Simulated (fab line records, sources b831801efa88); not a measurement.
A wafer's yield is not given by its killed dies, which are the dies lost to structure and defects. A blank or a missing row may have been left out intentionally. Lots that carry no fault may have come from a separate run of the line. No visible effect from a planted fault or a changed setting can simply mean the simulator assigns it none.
A lot that was struck, set against a sound lot -- flow sky130 -- 15 out of 708 route steps
Sound: wafers L978.1, L978.4, L978.5. Struck: wafer L985.4. (L985.1, L985.6 of the same lot were not struck and are left out.) The cause comes at the end.
Order at every step that has rows: each side's tool, ch and its chambers, its first start. Under that, the readings that differ: sound wafers -- struck wafers -- difference of the means -- sigmas: that difference in standard deviations of wafers without a fault.
alike: same words and numbers on both sides, and readings whose means sit less than 2 such deviations apart. not compared: any withheld reading, any reading some wafer has no value for, any bound like >300 that may hide the same value, and any number with overlapping values for which the record gives no deviation.
The two part at a step that has a row with sigmas, a row that says differs or no value, or rows on one side only. When numbers do not overlap yet have no deviation, they are printed without sigmas and do not part them. Lack of a reading on every wafer of one side parts them only where that side has two or more wafers.

SKY_METAL2_STRIP_20: strips in O2/N2.
  sound on plasmaAsher-04 ch 0,1, day 37 21:05; struck on plasmaAsher-04 ch 0, day 40 01:34
  alike: drypumpMotorCurrentA, oesProductAu, stripTimeToEndpointS
  not compared: rfHoursCounterH
then, 4 steps without rows for these wafers: SKY_METAL2_STRIP_21 (strips in post etch residue remover, time 1200 s); SKY_METAL2_CLEAN_22 (cleans in IPA, time 180 s); SKY_METAL2_CLEAN_23 (cleans in O3/DIW); SKY_VIA2_HDPCVD_00 (deposits SiO2, target thk 1180 nm, time 196.7 s).
SKY_VIA2_THK_MEAS_01:
  sound on filmMetro-01 at day 37 22:12; struck on filmMetro-04 at day 40 02:17
  alike: VIA2_HDPCVD_THK
SKY_VIA2_CMP_02: polishes SiO2.
  sound on cmp-02 ch 1,3, day 37 22:19; struck on cmp-02 ch 0, day 40 02:24
  alike: motorCurrentA, slurryFilterDpKPa
SKY_VIA2_BOW_MEAS_03:
  sound on filmMetro-04 at day 37 22:34; struck on filmMetro-03 at day 40 02:39
  alike: VIA2_BOW
then, 4 steps without rows for these wafers: SKY_VIA2_DEHYDRATE_04 (time 60 s); SKY_VIA2_HMDS_05 (prime time 60 s); SKY_VIA2_COAT_06 (resist thk 60 nm); SKY_VIA2_COAT_07 (resist thk 450 nm).
SKY_VIA2_SOFTBAKE_08: time 90 s.
  sound on lithoTrack-04 ch 0, day 38 10:00; struck on lithoTrack-02 ch 0, day 40 14:00
reading,sound,struck,difference,sigmas
runLengthS (s),118.93 119.07 119.11,124.64,+5.60,+47
  alike: heaterPowerTotalW
then, 1 step without rows for these wafers: SKY_VIA2_EXPOSE_09 (exposes mask VIM2, target cd 200 nm).
-- the record jumps here: 9 days lie between the struck wafers' starts before and after (it left off in module VIA2 and takes up again in module PAD_OPEN, whose first step shown is number 708 of the route) --
SKY_PAD_OPEN_PROBE_99:
  record: rows for the struck wafers here (prober-02, day 49 12:19), none for the sound ones

WHERE THEY PART
At SKY_VIA2_SOFTBAKE_08 first; at SKY_PAD_OPEN_PROBE_99 last (within this record only).

WHY: the cause the simulator had injected
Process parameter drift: lithoTrack-02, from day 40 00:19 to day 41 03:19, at SKY_VIA2_SOFTBAKE_08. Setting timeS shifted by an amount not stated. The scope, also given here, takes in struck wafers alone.
